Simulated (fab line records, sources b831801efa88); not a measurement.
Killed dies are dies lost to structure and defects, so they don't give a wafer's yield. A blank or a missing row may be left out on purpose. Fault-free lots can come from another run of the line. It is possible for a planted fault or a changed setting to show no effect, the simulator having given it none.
Which tool did it?	flow gf180mcu	39 wafers from 13 lots sampled at 5 of the route's 602 steps

WHAT THE GAUGES READ, wafer by wafer
GF_VT_IMPLANT_RS_MEAS_46: measures by four-point-probe. Usual: for MVSD_RS the level is 457.1 ohm/sq and the standard deviation is 0.92.
lot	measured	on	MVSD_RS (ohm/sq)	flag
L513	day 8 00:59	film metro-03	455.5 456.8 457.1	
L514	day 8 10:27	film metro-04	458.8 459.2 457.5	
L515	day 8 10:35	film metro-02	457.5 457.3 456.9	
L524	day 10 14:51	film metro-04	456.2 456.8 457.0	
L525	day 10 21:23	film metro-03	457.2 457.4 458.2	
L526	day 11 05:32	film metro-03	457.0 458.8 457.5	
L527	day 11 10:27	film metro-04	457.5 457.5 456.4	
L529	day 12 01:12	film metro-02	457.5 456.1 455.7	
L532	day 12 22:27	film metro-04	455.2 456.6 456.7	
L533	day 13 02:27	film metro-04	456.6 456.2 455.9	
L534	day 13 15:27	film metro-03	457.8 458.0 457.8	
L535	day 13 16:31	film metro-02	456.9 457.4 457.2	
L536	day 14 00:20	film metro-02	455.9 454.8 456.0	

GF_POLY_GATE_THK_MEAS_01. Usual: for POLY_GATE_CVD_00_THK the level is 199.9 nm and the standard deviation is 1.8.
lot	measured	on	POLY_GATE_CVD_00_THK (nm)	flag
L513	day 8 21:57	film metro-01	201.0 200.4 199.6	
L514	day 9 07:59	film metro-03	200.0 201.4 198.8	
L515	day 9 09:19	film metro-02	201.7 202.3 201.6	
L524	day 11 18:38	film metro-01	274.1 273.3 271.5	OFF
L525	day 12 00:14	film metro-03	199.1 199.3 201.5	
L526	day 12 05:34	film metro-03	197.2 197.1 197.6	
L527	day 12 11:34	film metro-03	199.2 199.4 198.4	
L529	day 13 01:56	film metro-02	197.1 196.6 198.6	
L532	day 14 00:39	film metro-03	196.8 196.4 197.1	
L533	day 14 07:23	film metro-03	202.3 199.9 200.9	
L534	day 14 17:24	film metro-02	200.9 198.5 199.4	
L535	day 14 20:13	film metro-01	200.1 200.2 199.9	
L536	day 15 03:55	film metro-01	201.8 200.4 201.8	

EACH LOT AND THE TOOL THAT RAN IT (in order: tool; ch and the chambers of the sampled wafers; start)
lot	GF_VT_IMPLANT_STRIP_42	GF_VT_IMPLANT_RTA_45	GF_POLY_GATE_CVD_00
L513	plasma asher-02 ch 0, day 8 00:40	rtp anneal-02 ch 0, day 8 00:53	lpcvd-02 ch 1, day 8 20:37
L514	plasma asher-04 ch 0,1, day 8 10:07	rtp anneal-02 ch 0, day 8 10:21	lpcvd-01 ch 1, day 9 06:38
L515	plasma asher-04 ch 0,1, day 8 10:16	rtp anneal-02 ch 0, day 8 10:29	lpcvd-01 ch 0, day 9 07:58
L524	plasma asher-02 ch 1, day 10 14:29	rtp anneal-02 ch 0, day 10 14:45	lpcvd-02 ch 0, day 11 16:38
L525	plasma asher-02 ch 0,1, day 10 21:04	rtp anneal-01 ch 0, day 10 21:17	lpcvd-02 ch 1, day 11 22:13
L526	plasma asher-02 ch 0,1, day 11 05:13	rtp anneal-01 ch 0, day 11 05:26	lpcvd-01 ch 0, day 12 04:14
L527	plasma asher-04 ch 0,1, day 11 10:08	rtp anneal-02 ch 0, day 11 10:21	lpcvd-01 ch 0, day 12 10:14
L529	plasma asher-02 ch 0,1, day 12 00:53	rtp anneal-02 ch 0, day 12 01:06	lpcvd-01 ch 0, day 13 00:37
L532	plasma asher-03 ch 0,1, day 12 22:08	rtp anneal-02 ch 0, day 12 22:21	lpcvd-01 ch 1, day 13 23:19
L533	plasma asher-03 ch 0,1, day 13 02:08	rtp anneal-02 ch 0, day 13 02:21	lpcvd-02 ch 0, day 14 06:02
L534	plasma asher-03 ch 0,1, day 13 15:05	rtp anneal-01 ch 0, day 13 15:21	lpcvd-01 ch 0, day 14 16:04
L535	plasma asher-03 ch 0,1, day 13 16:11	rtp anneal-01 ch 0, day 13 16:25	lpcvd-01 ch 0, day 14 18:52
L536	plasma asher-03 ch 0, day 13 23:58	rtp anneal-01 ch 0, day 14 00:14	lpcvd-01 ch 1, day 15 02:34
- GF_VT_IMPLANT_STRIP_42: strips in O2/N2.
- GF_VT_IMPLANT_RTA_45: time 30 s.
- GF_POLY_GATE_CVD_00: deposits poly-Si, target thk 200 nm, time 1200 s.

AS READ BY THE TOOLS THEMSELVES (means over the sampled wafers that have a number; for cases with no such wafer, the mark the record gives instead)
GF_VT_IMPLANT_STRIP_42. Usual: drypump motor current A 5.9 A, standard deviation 0.41; heater power w 319 W, standard deviation 22; oes product au 0.715 a.u., standard deviation 0.0049; strip time to endpoint s 12.62 s, standard deviation 0.033.
lot	tool	drypump motor current A (A)	heater power w (W)	oes product au (a.u.)	strip time to endpoint s (s)	flag
L513	plasma asher-02	6.0	307	0.717	12.60	
L514	plasma asher-04	5.8	303	0.709	12.64	
L515	plasma asher-04	5.5	296	0.714	12.64	
L524	plasma asher-02	5.7	348	0.710	12.65	
L525	plasma asher-02	5.9	326	0.719	12.62	
L526	plasma asher-02	5.8	337	0.715	12.63	
L527	plasma asher-04	5.8	309	0.713	12.61	
L529	plasma asher-02	5.9	319	0.717	12.61	
L532	plasma asher-03	6.3	334	0.716	12.63	
L533	plasma asher-03	6.4	332	0.716	12.66	
L534	plasma asher-03	6.2	327	0.715	12.63	
L535	plasma asher-03	6.3	338	0.716	12.62	
L536	plasma asher-03	6.5	338	0.716	12.63	

GF_VT_IMPLANT_RTA_45. Usual: lamp power pct 35.7 %, standard deviation 0.58; wafer_temp_C_max 1056.7, standard deviation 1.7.
lot	tool	lamp power pct (%)	wafer_temp_C_max	flag
L513	rtp anneal-02	35.2	1058.7	
L514	rtp anneal-02	35.2	1056.0	
L515	rtp anneal-02	35.2	1057.8	
L524	rtp anneal-02	35.3	1056.9	
L525	rtp anneal-01	36.4	1055.0	
L526	rtp anneal-01	36.4	1055.5	
L527	rtp anneal-02	35.3	1057.8	
L529	rtp anneal-02	35.2	1056.4	
L532	rtp anneal-02	35.2	1058.4	
L533	rtp anneal-02	35.2	1058.9	
L534	rtp anneal-01	36.4	1056.1	
L535	rtp anneal-01	36.4	1055.5	
L536	rtp anneal-01	36.4	1055.4	

GF_POLY_GATE_CVD_00. Usual: pressure mtorr 200.0 mTorr, standard deviation 0.39; zone power top pct 19.0 %, standard deviation 1.5.
lot	tool	pressure mtorr (mTorr)	zone power top pct (%)	flag
L513	lpcvd-02	199.8	17.6	
L514	lpcvd-01	200.3	20.7	
L515	lpcvd-01	200.2	17.5	
L524	lpcvd-02	200.2	21.1	
L525	lpcvd-02	200.1	17.8	
L526	lpcvd-01	199.8	17.8	
L527	lpcvd-01	200.1	17.8	
L529	lpcvd-01	200.0	17.8	
L532	lpcvd-01	200.4	20.7	
L533	lpcvd-02	200.1	21.1	
L534	lpcvd-01	199.6	17.8	
L535	lpcvd-01	199.4	17.7	
L536	lpcvd-01	200.3	20.5	

THE ANSWER, worked out from the rows above alone
Rule: take the mean of a lot's wafers that have a number; if it is more than 3 standard deviations from the usual mean, the lot is off. Also off: a lot with no number at a reading for which 4 or more lots have one. Where the step has rows for the other lots, those lots are counted as sound. The gauges are gone through in route order, then the tools' own readings, and for those a lot's mean is taken as printed above. At the first step where some lot is off, the reading lying furthest off is the one used; lots without a number count as furthest.
Off: at GF_POLY_GATE_THK_MEAS_01 (POLY_GATE_CVD_00_THK), L524.
If a tool, at a process step before that reading, ran all the lots that are off and no sound lot after the first of them, it fits. The gauges at GF_POLY_GATE_THK_MEAS_01 are tried like those tools. No candidate that was tried fits.

WHAT THE SIMULATOR HAD PUT IN
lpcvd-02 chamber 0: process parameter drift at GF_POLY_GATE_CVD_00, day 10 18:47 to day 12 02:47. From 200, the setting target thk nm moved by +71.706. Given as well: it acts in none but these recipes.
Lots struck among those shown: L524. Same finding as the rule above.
